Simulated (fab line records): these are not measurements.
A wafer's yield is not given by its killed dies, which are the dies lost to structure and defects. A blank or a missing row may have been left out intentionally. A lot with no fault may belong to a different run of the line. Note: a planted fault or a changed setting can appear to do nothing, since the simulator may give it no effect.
A struck lot beside a sound one || flow gf180mcu || 16 out of 602 route steps
Sound: the wafers L128.4, L128.5, L128.6. Struck: wafer L138.3. (L138.6 of the same lot was not struck and is left out.) The cause comes at the end.
At each step with rows: each side's tool, then ch and its chambers, then its first start. Under that, the readings that differ: sound wafers || struck wafers || difference of the means || sigmas: that difference in standard deviations of wafers without a fault.
alike: readings whose means differ by less than 2 such deviations, and words and numbers that are the same on both sides. not compared: withheld readings, readings that some wafer has no value for, bounds like >300 that may hide the same value, and numbers for which the record gives no deviation and whose values overlap.
The two part at a step that has a row with sigmas, a row that says differs or no value, or rows on one side only. When numbers do not overlap yet have no deviation, they are printed without sigmas and do not part them. Lack of a reading on every wafer of one side parts them only where that side has two or more wafers.

GF_NSD_CD_MEAS_07: target cd 400 nm.
  struck on cd sem-02, day 17 15:33; sound on cd sem-01, day 14 01:04
  alike: cd nm
GF_NSD_OVL_MEAS_08:
  struck on overlay-01, day 17 15:38; sound on overlay-02, day 14 01:09
  alike: NSD_OVL
then, 2 steps without rows for these wafers: GF_NSD_IMPLANT_09; GF_NSD_IMPLANT_10.
GF_NSD_STRIP_11: strips in O2/N2.
  sound on plasma asher-01 ch 0,1, day 14 01:30; struck on plasma asher-01 ch 1, day 17 16:00
  alike: chamber pressure mTorr, drypump motor current A, heater power w, o2 flow sccm, oes product au, strip time to endpoint s
  not compared: rf hours counter h
GF_NSD_TW_MEAS_12:
  struck on film metro-03, day 17 16:05; sound on film metro-01, day 14 01:36
  alike: NSD_TW
then, 6 steps without rows for these wafers: GF_PSD_DEHYDRATE_00 (time 60 s); GF_PSD_HMDS_01 (prime time 60 s); GF_PSD_COAT_02 (resist thk 1000 nm); GF_PSD_SOFTBAKE_03 (time 60 s); GF_PSD_EXPOSE_04 (exposes mask Pplus, target cd 400 nm); GF_PSD_PEB_05.
GF_PSD_DEVELOP_06: develop time 60 s.
  sound on litho track-03 ch 0, day 14 22:50; struck on litho track-03 ch 0, day 18 15:28
  alike: chill plate temp C, exhaust pa
GF_PSD_CD_MEAS_07: target cd 400 nm.
  struck on cd sem-01, day 18 15:36; sound on cd sem-02, day 14 22:58
{"reading": "cd nm (nm)", "sound": "400.2 396.8 398.6", "struck": 425.9, "difference": "+27.4", "sigmas": "+12"}
GF_PSD_OVL_MEAS_08:
  struck on overlay-01, day 18 15:41; sound on overlay-01, day 14 23:03
  alike: PSD_OVL
GF_PASSIVATION_PROBE_99:
  the record has rows for the sound wafers here (prober-02, day 29 16:09) and none for the struck ones

== WHERE THEY PART ==
Last at GF_PASSIVATION_PROBE_99 as far as this record goes, first at GF_PSD_CD_MEAS_07.

WHY: what had been put in by the simulator
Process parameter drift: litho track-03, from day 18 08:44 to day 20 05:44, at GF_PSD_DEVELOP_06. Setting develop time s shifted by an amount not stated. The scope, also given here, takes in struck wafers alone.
